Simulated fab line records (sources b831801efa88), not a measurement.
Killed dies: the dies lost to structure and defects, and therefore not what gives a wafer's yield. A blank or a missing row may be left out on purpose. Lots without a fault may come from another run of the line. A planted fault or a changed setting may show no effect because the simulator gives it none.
A struck lot beside a sound one + flow sky130 + 15 out of 708 route steps
Sound: the wafers L481.1, L481.4, L481.6. Struck: wafer L470.4; the same lot's L470.3 was not struck, so it is left out; see the end for the cause.
Order at every step that has rows: each side's tool, ch and its chambers, its first start. Under that, the readings that differ: sound wafers + struck wafers + difference of the means + sigmas: that difference in standard deviations of wafers without a fault.
alike: a reading whose means differ by less than 2 such deviations, as well as words and numbers matching on both sides. not compared: withheld readings; readings where some wafer has no value; bounds like >300 that might hide an equal value; numbers whose values overlap and for which the record gives no deviation.
The two part at a step that has a row with sigmas, a row that says differs or no value, or rows on one side only. When numbers do not overlap yet have no deviation, they are printed without sigmas and do not part them. A reading that every wafer of one side lacks parts them only if that side has two wafers or more.

first, 8 steps without rows for these wafers: SKY_POLY_GATE_DEHYDRATE_05 (time 60 s); SKY_POLY_GATE_HMDS_06 (prime time 60 s); SKY_POLY_GATE_COAT_07 (resist thk 110 nm); SKY_POLY_GATE_COAT_08 (resist thk 450 nm); SKY_POLY_GATE_SOFTBAKE_09 (time 90 s); SKY_POLY_GATE_EXPOSE_10 (exposes mask P1M, target cd 150 nm); SKY_POLY_GATE_PEB_11; SKY_POLY_GATE_DEVELOP_12 (develop time 60 s).
SKY_POLY_GATE_CD_MEAS_13: the cd target is 150 nm.
  sound: cd-sem-02 at day 23 20:07; struck: cd-sem-01 at day 19 13:41
  alike: cd-nm
SKY_POLY_GATE_OVL_MEAS_14:
  sound: overlay-01 at day 23 20:14; struck: overlay-02 at day 19 13:47
  alike: POLY_GATE_OVL
SKY_POLY_GATE_ETCH_15: etches BARC in N2/H2, stops on SiO2, time 118.5 s, target depth 110 nm.
  sound on rie-diel-02 ch 1,2,3, day 23 20:16; struck on rie-diel-03 ch 1, day 19 13:48
  alike: drypump-motor-current-A, n2-flow-sccm, oes-product-au, throttle-valve-pct
  not compared: rf-hours-counter-h
SKY_POLY_GATE_ETCH_16: etches Si3N4 in CH3F/O2, stops on poly-Si, time 147.5 s, target depth 75 nm.
  sound on rie-diel-02 ch 1,2,3, day 23 20:21; struck on rie-diel-03 ch 1, day 19 13:53
  alike: drypump-motor-current-A, oes-product-au, throttle-valve-pct
  not compared: rf-hours-counter-h
SKY_POLY_GATE_ETCH_17: etches poly-Si in HBr/Cl2, stops on SiO2, target depth 180 nm, time 70.5 s.
  sound on rie-si-01 ch 0,1,2, day 23 20:27; struck on rie-si-02 ch 2, day 19 13:59
| reading                                          | sound                | struck | difference | sigmas |
|--------------------------------------------------|----------------------|--------|------------|--------|
| drypump-motor-current-A (A)                      | 5.5 5.7 5.7          | 6.3    | +0.7       | +2     |
| oes-product-au (a.u.)                            | 0.980 0.985 0.986    | 0.819  | -0.165     | -32    |
| throttle-valve-pct (%)                           | 33.704 33.690 33.686 | 33.672 | -0.021     | -2     |
| model.etch.depth-nm (nm)                         | 179 179.5 178.6      | 135    | -44        |        |
| model.POLY_GATE.feature-depth-nm (nm)            | 179 179.5 178.6      | 135    | -44        |        |
| model.KrF-thick_of_POLY_GATE_COAT_08.thk-nm (nm) | 139.9 139.5 138.8    | 167.2  | +27.8      |        |
  not compared: rf-hours-counter-h
SKY_POLY_GATE_STRIP_18: strips in O2/N2.
  sound on plasma-asher-02 ch 1, day 23 20:30; struck on plasma-asher-02 ch 1, day 19 14:04
| reading                      | sound             | struck | difference | sigmas |
|------------------------------|-------------------|--------|------------|--------|
| oes-product-au (a.u.)        | 0.369 0.355 0.361 | 0.375  | +0.013     | +3     |
| strip-time-to-endpoint-s (s) | 3.16 3.17 3.13    | 3.47   | +0.32      | +10    |
  alike: drypump-motor-current-A, n2-flow-sccm
  not compared: rf-hours-counter-h
then, 1 step without rows for these wafers: SKY_POLY_GATE_CLEAN_19 (cleans in SC1/SC2, time 150 s).

WHERE THEY PART
First at SKY_POLY_GATE_ETCH_17; last, within this record, at SKY_POLY_GATE_STRIP_18.

WHY: what had been put in by the simulator
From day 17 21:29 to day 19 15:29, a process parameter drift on rie-si-02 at SKY_POLY_GATE_ETCH_17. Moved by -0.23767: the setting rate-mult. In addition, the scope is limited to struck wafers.
